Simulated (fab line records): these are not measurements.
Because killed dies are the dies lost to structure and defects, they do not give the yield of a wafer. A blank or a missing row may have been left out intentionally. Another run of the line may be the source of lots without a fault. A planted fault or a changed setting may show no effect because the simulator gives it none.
Which tool did it? ; flow sky130 ; 21 wafers from 7 lots sampled at 4 of the route's 708 steps

== WHAT EACH GAUGE READ, for each wafer ==
SKY_FIELD_ISO_THK_MEAS_25.
lot;measured;on;FIELD_ISO_CVD_24_THK (nm)
L298;day 3 00:13;film metro-01;599 612 603
L302;day 3 20:26;film metro-02;598 607 610
L304;day 4 06:32;film metro-02;603 595 598
L306;day 4 16:16;film metro-01;610 606 604
L308;day 5 04:47;film metro-03;592 588 592
L315;day 6 16:03;film metro-01;598 603 606
L317;day 7 02:10;film metro-01;590 585 599

== WHAT TOOL EACH LOT RAN ON (gives the tool, then ch and the chambers of the sampled wafers, and finally the start) ==
lot;SKY_FIELD_ISO_ETCH_14;SKY_FIELD_ISO_ETCH_15;SKY_FIELD_ISO_STRIP_16
L298;rie diel-04 ch 0,2,3, day 2 20:48;rie diel-04 ch 0,2,3, day 2 20:50;plasma asher-03 ch 0,1, day 2 20:54
L302;rie diel-03 ch 1,2,3, day 3 18:33;rie diel-03 ch 1,2,3, day 3 18:35;plasma asher-03 ch 0,1, day 3 18:39
L304;rie diel-03 ch 1,2,3, day 4 03:01;rie diel-03 ch 1,2,3, day 4 03:03;plasma asher-04 ch 0,1, day 4 03:07
L306;rie diel-02 ch 0,1,3, day 4 14:25;rie diel-02 ch 0,1,3, day 4 14:27;plasma asher-02 ch 0,1, day 4 14:31
L308;rie diel-02 ch 1,3, day 5 02:55;rie diel-02 ch 1,3, day 5 02:57;plasma asher-04 ch 0,1, day 5 03:01
L315;rie diel-02 ch 0,1,2, day 6 12:42;rie diel-02 ch 0,1,2, day 6 12:44;plasma asher-02 ch 0,1, day 6 12:47
L317;rie diel-03 ch 1,2,3, day 6 23:34;rie diel-03 ch 1,2,3, day 6 23:36;plasma asher-04 ch 0, day 6 23:40
- SKY_FIELD_ISO_ETCH_14: etches BARC in N2/H2, stops on SiO2, time 45.9 s, target depth 60 nm.
- SKY_FIELD_ISO_ETCH_15: etches the open film in CHF3/O2, stops on Si, target depth 180 nm, time 72 s.
- SKY_FIELD_ISO_STRIP_16: strips in O2/N2.

== THE ANSWER, worked out from the rows above alone ==
Rule: the lots themselves supply what counts as usual. Put in order of their means at a reading, lots are off if they are a third of the lots or fewer, leave a main group of 4 or more, and stand apart from it by a gap of 3 or more times the standard deviation of the main group's means; of several such gaps the widest counts. The tables above print the reading to a certain number of digits; a main group whose means all agree to those digits is not used. Also off: a lot with no number at a reading for which 4 or more lots have one. Any other lot the step has rows for is counted as sound.
No lot is off on any of the readings shown, so nothing can be concluded from this.

== WHAT THE SIMULATOR HAD PUT IN ==
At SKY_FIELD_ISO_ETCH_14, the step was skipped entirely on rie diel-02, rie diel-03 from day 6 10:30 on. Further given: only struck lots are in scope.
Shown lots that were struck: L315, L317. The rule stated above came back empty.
